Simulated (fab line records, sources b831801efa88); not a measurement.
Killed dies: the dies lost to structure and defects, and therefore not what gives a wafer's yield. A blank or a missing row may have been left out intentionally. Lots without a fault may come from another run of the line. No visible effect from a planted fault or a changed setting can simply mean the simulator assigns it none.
fab line records	flow gf180mcu
record lots=24	wafers=72	last_day=34
route steps=602 shown M3@423 V3@453 M4@471 MIM@505 PASSIVATION@587
lots with no fault: from the same line, run without faults
start_h: hours from the record's opening day to when the first of the lot's shown wafers began	wait_h: hours from the lot's prior step to this one	" unchanged from the row above	L1.1+2: a row that stands for several wafers	- either no value or no given start	* or withheld: withheld	< > ~ a bound
route shown NAME@n: NAME is a module with steps in the file, n the number in the route of the first one	usual: mean/standard deviation of fault-free wafers	same: alike in all rows	chamber/n: place in a boat	sites: per-site readings	_std_site: the standard deviation of these	_edge_site: outer sites' mean less inner sites'	radius_mm: how far each site lies from the wafer's centre	mask NAME#n: copy n	behind: the tool/chamber that last shaped the wafer	hold: why the lot went on hold/how many hours it stayed there/how the hold came to an end	device: the transistor (n, p or np) that didn't switch	end of line: at the end of the route, the tests of the same wafers	a step given without rows: its recipe and nothing more	killed: at the first sort, the dies lost to defects and structure; wafer yield is something else	map: per-die view of a wafer (x killed, . not killed, _ where there is no die)
set.NAME: the run value of the setting; set.NAME@STEP: its run value at that earlier step	model.NAME: the simulator's own value behind a step, which no gauge read
steps of the route over a sample of lots; a table a step, a row a wafer
services: a tool's chamber out of use, with start hour (start_h, from the record's first day; less than 0 if before it), hours out, and reason
## steps
# step GF_M3_CD_MEAS_14
# recipe target_cd_nm=280
# usual cd_nm=279.9/1.2
lot.wafer	tool	chamber	start_h	wait_h	cd_nm
L074.1	cd_sem-02	-	488.55	0.1	280.4
L074.3	"	-	"	"	280.6
L074.5	"	-	"	"	278.9
L075.1	cd_sem-01	-	495.61	0.1	280.1
L075.2	"	-	"	"	280.8
L075.3	"	-	"	"	280.4
L076.1	cd_sem-01	-	507.85	0.1	281.1
L076.2	"	-	"	"	280.1
L076.3	"	-	"	"	281.9
L077.4	cd_sem-02	-	518.08	0.1	278.4
L077.5	"	-	"	"	279.5
L077.6	"	-	"	"	278.4
L078.1	cd_sem-02	-	525.78	0.1	279.4
L078.2	"	-	"	"	279.2
L078.5	"	-	"	"	280.3
L079.2	cd_sem-02	-	535.82	0.1	279.5
L079.3	"	-	"	"	281.0
L079.5	"	-	"	"	280.3
L080.1	cd_sem-01	-	544.15	0.1	281.4
L080.3	"	-	"	"	281.3
L080.5	"	-	"	"	282.0
L081.1	cd_sem-02	-	548.90	0.1	281.6
L081.2	"	-	"	"	281.0
L081.4	"	-	"	"	280.2
L082.1	cd_sem-01	-	560.77	0.1	280.8
L082.4	"	-	"	"	280.4
L082.5	"	-	"	"	281.6
L083.1	cd_sem-01	-	563.43	0.1	278.4
L083.2	"	-	"	"	278.6
L083.5	"	-	"	"	280.3
L084.2	cd_sem-01	-	576.92	0.1	281.2
L084.5	"	-	"	"	279.6
L084.6	"	-	"	"	280.1
L085.3	cd_sem-01	-	578.89	0.1	281.7
L085.4	"	-	"	"	280.9
L085.5	"	-	"	"	281.5
L086.4	cd_sem-02	-	599.21	0.1	280.6
L086.5	"	-	"	"	279.2
L086.6	"	-	"	"	279.3
L087.2	cd_sem-01	-	600.61	0.1	280.9
L087.3	"	-	"	"	279.5
L087.4	"	-	"	"	280.6
L088.1	cd_sem-01	-	605.37	0.1	279.6
L088.4	"	-	"	"	280.6
L088.5	"	-	"	"	279.2
L089.1	cd_sem-01	-	620.35	0.1	280.8
L089.4	"	-	"	"	279.4
L089.5	"	-	"	"	279.7
L090.2	cd_sem-02	-	622.07	0.1	278.8
L090.4	"	-	"	"	280.3
L090.6	"	-	"	"	279.4
L091.1	cd_sem-01	-	629.00	0.1	279.4
L091.5	"	-	"	"	279.1
L091.6	"	-	"	"	279.0
L092.3	cd_sem-02	-	638.54	0.1	279.2
L092.4	"	-	"	"	278.3
L092.5	"	-	"	"	279.0
L093.2	cd_sem-02	-	649.37	0.1	280.4
L093.4	"	-	"	"	279.7
L093.6	"	-	"	"	279.6
L094.1	cd_sem-02	-	651.25	0.1	278.6
L094.3	"	-	"	"	279.1
L094.4	"	-	"	"	280.2
L096.2	cd_sem-02	-	664.43	0.2	278.9
L096.3	"	-	"	"	278.3
L096.5	"	-	"	"	279.0
L095.1	cd_sem-02	-	666.42	0.1	279.8
L095.5	"	-	"	"	280.0
L095.6	"	-	"	"	280.9
L097.1	cd_sem-02	-	667.12	0.1	277.3
L097.3	"	-	"	"	277.7
L097.5	"	-	"	"	276.6
# step GF_V3_RS_MEAS_24
# recipe thk_meas_gauge=four-point-probe	reads=W_of_V3_CVD_23+TiN_of_V3_SPUTTER_22+Ti_of_V3_SPUTTER_21
# usual V3_W_RS=0.327/0.0053
lot.wafer	tool	chamber	start_h	wait_h	V3_W_RS[ohm/sq]
L074.1	film_metro-02	-	514.15	0.1	0.326
L074.3	"	-	"	"	0.329
L074.5	"	-	"	"	0.328
L075.1	film_metro-03	-	520.66	0.1	0.327
L075.2	"	-	"	"	0.315
L075.3	"	-	"	"	0.323
L076.1	film_metro-01	-	532.93	0.1	0.329
L076.2	"	-	"	"	0.329
L076.3	"	-	"	"	0.328
L077.4	film_metro-01	-	544.14	0.1	0.330
L077.5	"	-	"	"	0.328
L077.6	"	-	"	"	0.329
L078.1	film_metro-02	-	551.23	0.1	0.332
L078.2	"	-	"	"	0.327
L078.5	"	-	"	"	0.333
L079.2	film_metro-01	-	560.57	0.1	0.320
L079.3	"	-	"	"	0.328
L079.5	"	-	"	"	0.332
L080.1	film_metro-01	-	568.88	0.1	0.331
L080.3	"	-	"	"	0.327
L080.5	"	-	"	"	0.332
L081.1	film_metro-01	-	572.93	0.1	0.325
L081.2	"	-	"	"	0.318
L081.4	"	-	"	"	0.315
L082.1	film_metro-03	-	585.65	0.1	0.331
L082.4	"	-	"	"	0.334
L082.5	"	-	"	"	0.332
L083.1	film_metro-01	-	586.90	0.1	0.331
L083.2	"	-	"	"	0.327
L083.5	"	-	"	"	0.327
L084.2	film_metro-03	-	600.24	0.1	0.321
L084.5	"	-	"	"	0.329
L084.6	"	-	"	"	0.315
L085.3	film_metro-03	-	602.60	0.1	0.340
L085.4	"	-	"	"	0.333
L085.5	"	-	"	"	0.331
L086.4	film_metro-02	-	621.81	0.1	0.325
L086.5	"	-	"	"	0.326
L086.6	"	-	"	"	0.332
L087.2	film_metro-01	-	623.40	0.1	0.316
L087.3	"	-	"	"	0.321
L087.4	"	-	"	"	0.328
L088.1	film_metro-03	-	628.16	0.1	0.327
L088.4	"	-	"	"	0.325
L088.5	"	-	"	"	0.330
L089.1	film_metro-01	-	642.33	0.1	0.319
L089.4	"	-	"	"	0.320
L089.5	"	-	"	"	0.319
L090.2	film_metro-01	-	644.97	0.1	0.327
L090.4	"	-	"	"	0.323
L090.6	"	-	"	"	0.328
L091.1	film_metro-03	-	651.46	0.1	0.328
L091.5	"	-	"	"	0.328
L091.6	"	-	"	"	0.323
L092.3	film_metro-02	-	660.74	0.1	0.332
L092.4	"	-	"	"	0.334
L092.5	"	-	"	"	0.332
L093.2	film_metro-01	-	670.45	0.1	0.329
L093.4	"	-	"	"	0.334
L093.6	"	-	"	"	0.334
L094.1	film_metro-03	-	672.76	0.1	0.330
L094.3	"	-	"	"	0.334
L094.4	"	-	"	"	0.329
L096.2	film_metro-03	-	686.28	0.1	0.330
L096.3	"	-	"	"	0.319
L096.5	"	-	"	"	0.321
L095.1	film_metro-03	-	688.02	0.1	0.331
L095.5	"	-	"	"	0.316
L095.6	"	-	"	"	0.327
L097.1	film_metro-03	-	689.02	0.1	0.332
L097.3	"	-	"	"	0.334
L097.5	"	-	"	"	0.329
# step GF_M4_OVL_MEAS_15
# usual M4_OVL=1/4.6
lot.wafer	tool	chamber	start_h	wait_h	M4_OVL[nm]
L074.1	overlay-01	-	537.45	0.1	-3
L074.3	"	-	"	"	-5
L074.5	"	-	"	"	-6
L075.1	overlay-01	-	544.20	0.1	6
L075.2	"	-	"	"	3
L075.3	"	-	"	"	2
L076.1	overlay-02	-	555.90	0.1	-1
L076.2	"	-	"	"	-5
L076.3	"	-	"	"	4
L077.4	overlay-02	-	567.11	0.1	13
L077.5	"	-	"	"	5
L077.6	"	-	"	"	9
L078.1	overlay-02	-	574.08	0.1	-3
L078.2	"	-	"	"	-5
L078.5	"	-	"	"	1
L079.2	overlay-01	-	583.18	0.1	3
L079.3	"	-	"	"	4
L079.5	"	-	"	"	2
L080.1	overlay-02	-	591.51	0.1	5
L080.3	"	-	"	"	-1
L080.5	"	-	"	"	1
L081.1	overlay-01	-	595.37	0.1	3
L081.2	"	-	"	"	-3
L081.4	"	-	"	"	7
L082.1	overlay-01	-	607.95	0.1	-1
L082.4	"	-	"	"	-1
L082.5	"	-	"	"	-3
L083.1	overlay-01	-	609.55	0.1	5
L083.2	"	-	"	"	3
L083.5	"	-	"	"	2
L084.2	overlay-02	-	621.20	0.1	-3
L084.5	"	-	"	"	-2
L084.6	"	-	"	"	-2
L085.3	overlay-02	-	624.19	0.1	-4
L085.4	"	-	"	"	-5
L085.5	"	-	"	"	2
L086.4	overlay-02	-	642.68	0.1	7
L086.5	"	-	"	"	-2
L086.6	"	-	"	"	0
L087.2	overlay-01	-	644.30	0.1	-1
L087.3	"	-	"	"	-3
L087.4	"	-	"	"	-1
L088.1	overlay-01	-	648.88	0.1	-5
L088.4	"	-	"	"	0
L088.5	"	-	"	"	-4
L089.1	overlay-01	-	662.63	0.1	8
L089.4	"	-	"	"	5
L089.5	"	-	"	"	5
L090.2	overlay-02	-	665.92	0.1	6
L090.4	"	-	"	"	8
L090.6	"	-	"	"	0
L091.1	overlay-02	-	671.49	0.1	2
L091.5	"	-	"	"	0
L091.6	"	-	"	"	4
L092.3	overlay-02	-	680.37	0.1	-6
L092.4	"	-	"	"	-1
L092.5	"	-	"	"	-2
L093.2	overlay-02	-	690.02	0.1	6
L093.4	"	-	"	"	6
L093.6	"	-	"	"	6
L094.1	overlay-02	-	692.76	0.1	-10
L094.3	"	-	"	"	-3
L094.4	"	-	"	"	3
L096.2	overlay-02	-	705.20	0.1	1
L096.3	"	-	"	"	1
L096.5	"	-	"	"	3
L095.1	overlay-02	-	706.86	0.1	2
L095.5	"	-	"	"	1
L095.6	"	-	"	"	0
L097.1	overlay-02	-	707.81	0.1	1
L097.3	"	-	"	"	5
L097.5	"	-	"	"	5
# step GF_MIM_SPUTTER_02
# recipe material=AlCu	target_thk_nm=450	power_w=10600	time_s=23.9	chamber_pressure_pa=0.4
# usual throttle_valve_pct=29.5/1
lot.wafer	tool	chamber	start_h	wait_h	throttle_valve_pct
L074.1	pvd_sputter-04	-	562.58	0.0	31.0
L074.3	"	-	"	"	29.5
L074.5	"	-	"	"	29.4
L075.1	pvd_sputter-02	-	569.13	0.0	29.3
L075.2	"	-	"	"	29.0
L075.3	"	-	"	"	29.7
L076.1	pvd_sputter-04	-	581.73	0.0	29.1
L076.2	"	-	"	"	27.8
L076.3	"	-	"	"	29.6
L077.4	pvd_sputter-03	-	591.98	0.0	30.4
L077.5	"	-	"	"	28.1
L077.6	"	-	"	"	30.6
L078.1	pvd_sputter-03	-	598.03	0.0	30.5
L078.2	"	-	"	"	30.6
L078.5	"	-	"	"	30.8
L079.2	pvd_sputter-02	-	607.86	0.0	30.7
L079.3	"	-	"	"	29.2
L079.5	"	-	"	"	30.9
L080.1	pvd_sputter-04	-	615.98	0.0	29.6
L080.3	"	-	"	"	30.8
L080.5	"	-	"	"	29.7
L081.1	pvd_sputter-03	-	619.28	0.0	30.4
L081.2	"	-	"	"	29.0
L081.4	"	-	"	"	30.9
L082.1	pvd_sputter-03	-	631.57	0.0	30.7
L082.4	"	-	"	"	28.3
L082.5	"	-	"	"	28.0
L083.1	pvd_sputter-04	-	632.57	0.0	27.8
L083.2	"	-	"	"	29.7
L083.5	"	-	"	"	27.7
L084.2	pvd_sputter-03	-	643.94	0.0	30.8
L084.5	"	-	"	"	28.1
L084.6	"	-	"	"	30.3
L085.3	pvd_sputter-03	-	646.84	0.0	30.3
L085.4	"	-	"	"	30.7
L085.5	"	-	"	"	30.4
L086.4	pvd_sputter-04	-	665.68	0.0	31.1
L086.5	"	-	"	"	28.0
L086.6	"	-	"	"	29.3
L087.2	pvd_sputter-04	-	667.59	0.0	29.7
L087.3	"	-	"	"	28.0
L087.4	"	-	"	"	30.8
L088.1	pvd_sputter-04	-	670.89	0.0	29.1
L088.4	"	-	"	"	28.0
L088.5	"	-	"	"	29.6
L089.1	pvd_sputter-04	-	684.94	0.0	29.7
L089.4	"	-	"	"	29.2
L089.5	"	-	"	"	30.7
L090.2	pvd_sputter-02	-	687.71	0.0	29.0
L090.4	"	-	"	"	30.6
L090.6	"	-	"	"	29.9
L091.1	pvd_sputter-04	-	693.28	0.0	29.5
L091.5	"	-	"	"	29.5
L091.6	"	-	"	"	30.9
L092.3	pvd_sputter-03	-	702.52	0.0	30.4
L092.4	"	-	"	"	28.5
L092.5	"	-	"	"	28.0
L093.2	pvd_sputter-02	-	711.74	0.0	31.2
L093.4	"	-	"	"	29.1
L093.6	"	-	"	"	30.6
L094.1	pvd_sputter-04	-	714.26	0.0	29.4
L094.3	"	-	"	"	27.8
L094.4	"	-	"	"	29.5
L096.2	pvd_sputter-02	-	726.37	0.0	30.0
L096.3	"	-	"	"	30.6
L096.5	"	-	"	"	30.5
L095.1	pvd_sputter-03	-	727.92	0.0	30.9
L095.5	"	-	"	"	30.5
L095.6	"	-	"	"	30.8
L097.1	pvd_sputter-03	-	728.34	0.0	30.5
L097.3	"	-	"	"	28.5
L097.5	"	-	"	"	28.2
# step GF_MIM_SPUTTER_07
# recipe material=TiN	target_thk_nm=60	power_w=6500	time_s=50	chamber_pressure_pa=0.4
# usual throttle_valve_pct=29.6/0.96
lot.wafer	tool	chamber	start_h	wait_h	throttle_valve_pct
L074.1	pvd_sputter-02	-	562.77	0.1	29.9
L074.3	"	-	"	"	28.9
L074.5	"	-	"	"	28.9
L075.1	pvd_sputter-04	-	569.32	0.1	29.4
L075.2	"	-	"	"	29.2
L075.3	"	-	"	"	27.8
L076.1	pvd_sputter-03	-	581.91	0.1	28.6
L076.2	"	-	"	"	30.9
L076.3	"	-	"	"	28.2
L077.4	pvd_sputter-02	-	592.16	0.0	28.9
L077.5	"	-	"	"	29.3
L077.6	"	-	"	"	29.4
L078.1	pvd_sputter-02	-	598.22	0.1	29.8
L078.2	"	-	"	"	29.0
L078.5	"	-	"	"	30.7
L079.2	pvd_sputter-03	-	608.05	0.0	30.7
L079.3	"	-	"	"	28.1
L079.5	"	-	"	"	27.9
L080.1	pvd_sputter-02	-	616.17	0.1	28.8
L080.3	"	-	"	"	30.7
L080.5	"	-	"	"	29.9
L081.1	pvd_sputter-04	-	619.47	0.1	27.9
L081.2	"	-	"	"	31.1
L081.4	"	-	"	"	29.1
L082.1	pvd_sputter-02	-	631.75	0.1	29.1
L082.4	"	-	"	"	29.8
L082.5	"	-	"	"	29.1
L083.1	pvd_sputter-03	-	632.75	0.1	28.4
L083.2	"	-	"	"	29.0
L083.5	"	-	"	"	30.7
L084.2	pvd_sputter-04	-	644.13	0.0	30.9
L084.5	"	-	"	"	29.5
L084.6	"	-	"	"	30.9
L085.3	pvd_sputter-02	-	647.02	0.0	29.2
L085.4	"	-	"	"	29.9
L085.5	"	-	"	"	29.2
L086.4	pvd_sputter-03	-	665.87	0.0	28.7
L086.5	"	-	"	"	28.2
L086.6	"	-	"	"	28.8
L087.2	pvd_sputter-03	-	667.77	0.0	30.7
L087.3	"	-	"	"	30.4
L087.4	"	-	"	"	28.5
L088.1	pvd_sputter-02	-	671.08	0.1	29.0
L088.4	"	-	"	"	30.9
L088.5	"	-	"	"	29.8
L089.1	pvd_sputter-02	-	685.12	0.1	30.8
L089.4	"	-	"	"	29.3
L089.5	"	-	"	"	28.9
L090.2	pvd_sputter-04	-	687.90	0.0	29.4
L090.4	"	-	"	"	29.4
L090.6	"	-	"	"	29.4
L091.1	pvd_sputter-02	-	693.46	0.1	29.1
L091.5	"	-	"	"	29.0
L091.6	"	-	"	"	30.6
L092.3	pvd_sputter-04	-	702.72	0.0	29.5
L092.4	"	-	"	"	29.2
L092.5	"	-	"	"	30.8
L093.2	pvd_sputter-03	-	711.93	0.0	27.9
L093.4	"	-	"	"	31.0
L093.6	"	-	"	"	30.9
L094.1	pvd_sputter-03	-	714.44	0.1	27.7
L094.3	"	-	"	"	29.0
L094.4	"	-	"	"	30.3
L096.2	pvd_sputter-04	-	726.55	0.0	29.5
L096.3	"	-	"	"	28.0
L096.5	"	-	"	"	29.0
L095.1	pvd_sputter-02	-	728.10	0.1	29.2
L095.5	"	-	"	"	30.7
L095.6	"	-	"	"	29.2
L097.1	pvd_sputter-02	-	728.52	0.1	29.2
L097.3	"	-	"	"	30.9
L097.5	"	-	"	"	29.8
# step GF_PASSIVATION_CVD_00
# recipe material=SiO2	target_thk_nm=1000	precursor=TEOS	temp_c=400	time_s=111.95	rf_w=600
# usual heater_power_w=713/130	susceptor_temp_C=399.99/0.2
lot.wafer	tool	chamber	start_h	wait_h	heater_power_w	susceptor_temp_C
L074.1	pecvd-01	0	651.46	0.0	610	399.88
L074.3	"	2	"	"	957	400.15
L074.5	"	2	"	"	784	400.17
L075.1	pecvd-01	0	656.86	0.0	707	400.07
L075.2	"	1	"	"	617	399.81
L075.3	"	2	"	"	949	399.74
L076.1	pecvd-03	1	667.28	0.0	658	399.92
L076.2	"	0	"	"	785	399.87
L076.3	"	2	"	"	604	400.15
L077.4	pecvd-04	0	677.48	0.0	637	399.95
L077.5	"	0	"	"	683	400.19
L077.6	"	2	"	"	876	400.17
L078.1	pecvd-04	1	681.95	0.0	577	400.10
L078.2	"	2	"	"	859	400.16
L078.5	"	0	"	"	549	399.95
L079.2	pecvd-01	1	691.07	0.0	622	399.77
L079.3	"	0	"	"	702	399.85
L079.5	"	0	"	"	547	400.24
L080.1	pecvd-01	2	698.89	0.0	874	399.82
L080.3	"	0	"	"	712	399.98
L080.5	"	2	"	"	946	400.41
L081.1	pecvd-03	1	700.15	0.0	641	399.97
L081.2	"	0	"	"	720	399.77
L081.4	"	1	"	"	683	399.94
L082.1	pecvd-01	1	711.75	0.0	664	399.97
L082.4	"	1	"	"	688	399.96
L082.5	"	2	"	"	988	399.66
L083.1	pecvd-03	2	714.72	0.0	690	400.25
L083.2	"	0	"	"	869	400.28
L083.5	"	2	"	"	536	400.11
L084.2	pecvd-04	2	724.05	0.0	829	399.94
L084.5	"	2	"	"	872	400.15
L084.6	"	0	"	"	657	399.63
L085.3	pecvd-04	0	726.58	0.0	672	399.83
L085.4	"	1	"	"	591	400.04
L085.5	"	2	"	"	917	400.14
L086.4	pecvd-03	1	742.70	0.0	718	399.92
L086.5	"	2	"	"	531	399.66
L086.6	"	0	"	"	891	399.64
L087.2	pecvd-01	0	743.71	0.0	595	399.98
L087.3	"	1	"	"	632	399.94
L087.4	"	0	"	"	662	400.14
L088.1	pecvd-01	0	745.79	0.0	677	400.07
L088.4	"	1	"	"	683	400.42
L088.5	"	2	"	"	934	399.89
L089.1	pecvd-03	2	759.74	0.0	670	399.88
L089.4	"	1	"	"	676	400.09
L089.5	"	0	"	"	856	400.07
L090.2	pecvd-01	0	763.18	0.0	689	400.06
L090.4	"	0	"	"	555	400.01
L090.6	"	1	"	"	655	399.90
L091.1	pecvd-03	0	766.94	0.0	792	400.18
L091.5	"	1	"	"	584	399.95
L091.6	"	0	"	"	874	400.12
L092.3	pecvd-01	2	774.27	0.0	965	399.97
L092.4	"	1	"	"	555	399.85
L092.5	"	2	"	"	789	399.88
L093.2	pecvd-01	0	783.83	0.0	616	399.97
L093.4	"	1	"	"	628	400.07
L093.6	"	0	"	"	646	399.97
L094.1	pecvd-04	0	785.63	0.0	678	400.01
L094.3	"	1	"	"	489	399.78
L094.4	"	0	"	"	545	400.02
L096.2	pecvd-01	2	795.78	0.0	854	399.67
L096.3	"	0	"	"	666	400.08
L096.5	"	1	"	"	663	400.16
L097.1	pecvd-04	2	796.63	0.0	850	399.96
L097.3	"	0	"	"	699	399.95
L097.5	"	2	"	"	909	400.03
L095.1	pecvd-01	0	797.13	0.0	662	399.88
L095.5	"	0	"	"	694	399.74
L095.6	"	2	"	"	780	399.71
## services
tool	chamber	start_h	hours	kind
pecvd-04	0	549.96	5.3	repair
pecvd-03	-	555.18	0.2	repair
pvd_sputter-04	2	565.78	-	consumable_replace:kit
pvd_sputter-04	2	565.78	18.0	scheduled_down
pvd_sputter-04	2	565.78	18.0	vent_cycle
pecvd-04	-	576.18	1.3	repair
pecvd-01	-	591.12	14.0	pm
pvd_sputter-03	3	644.03	-	consumable_replace:kit
pvd_sputter-03	3	644.03	18.0	scheduled_down
pvd_sputter-03	3	644.03	18.0	vent_cycle
pvd_sputter-02	3	648.58	-	consumable_replace:kit
pvd_sputter-02	3	648.58	18.0	scheduled_down
pvd_sputter-02	3	648.58	18.0	vent_cycle
pecvd-04	1	663.72	16.4	repair
pvd_sputter-03	-	678.57	12.1	repair
pecvd-03	2	678.64	22.3	repair
pvd_sputter-04	1	679.03	-	consumable_replace:kit
pecvd-03	0	685.81	3.2	repair
pvd_sputter-04	-	704.90	4.4	repair
pvd_sputter-04	-	721.27	3.7	repair
pecvd-04	0	733.35	3.6	repair
pecvd-04	-	745.91	5.8	repair
pecvd-03	-	751.87	5.5	pm
pvd_sputter-03	-	752.53	2.1	repair
## key
fault none
